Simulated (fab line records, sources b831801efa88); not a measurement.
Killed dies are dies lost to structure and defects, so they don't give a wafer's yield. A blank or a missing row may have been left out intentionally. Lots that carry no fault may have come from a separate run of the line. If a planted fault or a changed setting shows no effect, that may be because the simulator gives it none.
Which tool was responsible? || flow sky130 || 12 lots (36 wafers sampled), 1 step of a 708-step route

WHAT EACH GAUGE READ, for each wafer
SKY_POLY_GATE_OVL_MEAS_14. Usual: for POLY_GATE_OVL the level is -1 nm and the standard deviation is 6.
{"lot": "L347", "measured": "day 16 00:24", "on": "overlay-02", "POLY_GATE_OVL (nm)": "3 5 -1", "flag": ""}
{"lot": "L348", "measured": "day 16 16:32", "on": "overlay-02", "POLY_GATE_OVL (nm)": "1 1 -5", "flag": ""}
{"lot": "L351", "measured": "day 17 15:16", "on": "overlay-01", "POLY_GATE_OVL (nm)": "-5 -6 -6", "flag": ""}
{"lot": "L353", "measured": "day 18 15:34", "on": "overlay-01", "POLY_GATE_OVL (nm)": "-4 6 1", "flag": ""}
{"lot": "L357", "measured": "day 20 05:35", "on": "overlay-01", "POLY_GATE_OVL (nm)": "-8 1 -1", "flag": ""}
{"lot": "L362", "measured": "day 21 21:38", "on": "overlay-02", "POLY_GATE_OVL (nm)": "-3 -6 -3", "flag": ""}
{"lot": "L364", "measured": "day 22 10:16", "on": "overlay-02", "POLY_GATE_OVL (nm)": "17 3 13", "flag": ""}
{"lot": "L365", "measured": "day 23 13:12", "on": "overlay-01", "POLY_GATE_OVL (nm)": "-1 -1 7", "flag": ""}
{"lot": "L366", "measured": "day 23 15:13", "on": "overlay-02", "POLY_GATE_OVL (nm)": "-2 -4 6", "flag": ""}
{"lot": "L368", "measured": "day 23 23:36", "on": "overlay-01", "POLY_GATE_OVL (nm)": "13 2 6", "flag": ""}
{"lot": "L369", "measured": "day 24 11:48", "on": "overlay-01", "POLY_GATE_OVL (nm)": "1 8 3", "flag": ""}
{"lot": "L370", "measured": "day 24 14:40", "on": "overlay-02", "POLY_GATE_OVL (nm)": "-11 1 -1", "flag": ""}

WHICH TOOL RAN EACH LOT (tool, then ch and the chambers of the sampled wafers, then the start)
Record: no process step prior to these readings.

AS READ BY THE TOOLS THEMSELVES (means over the sampled wafers that have a number; for cases with no such wafer, the mark the record gives instead)
The record holds no such reading with a usual standard deviation.

THE ANSWER, worked out from the rows above alone
Rule: take the mean of a lot's wafers that have a number; if it is more than 3 standard deviations from the usual mean, the lot is off. A lot without any number at a reading at which 4 lots or more have one is off too. Where the step has rows for the other lots, those lots are counted as sound. After the gauges, taken in route order, come the tools' own readings; for these a lot's mean is taken, as printed above. The first step at which some lot is off is used, and at that step the reading that is off furthest; a lot without a number counts as furthest.
No lot is off on any of the readings shown, so nothing can be concluded from this.

WHAT THE SIMULATOR HAD PUT IN
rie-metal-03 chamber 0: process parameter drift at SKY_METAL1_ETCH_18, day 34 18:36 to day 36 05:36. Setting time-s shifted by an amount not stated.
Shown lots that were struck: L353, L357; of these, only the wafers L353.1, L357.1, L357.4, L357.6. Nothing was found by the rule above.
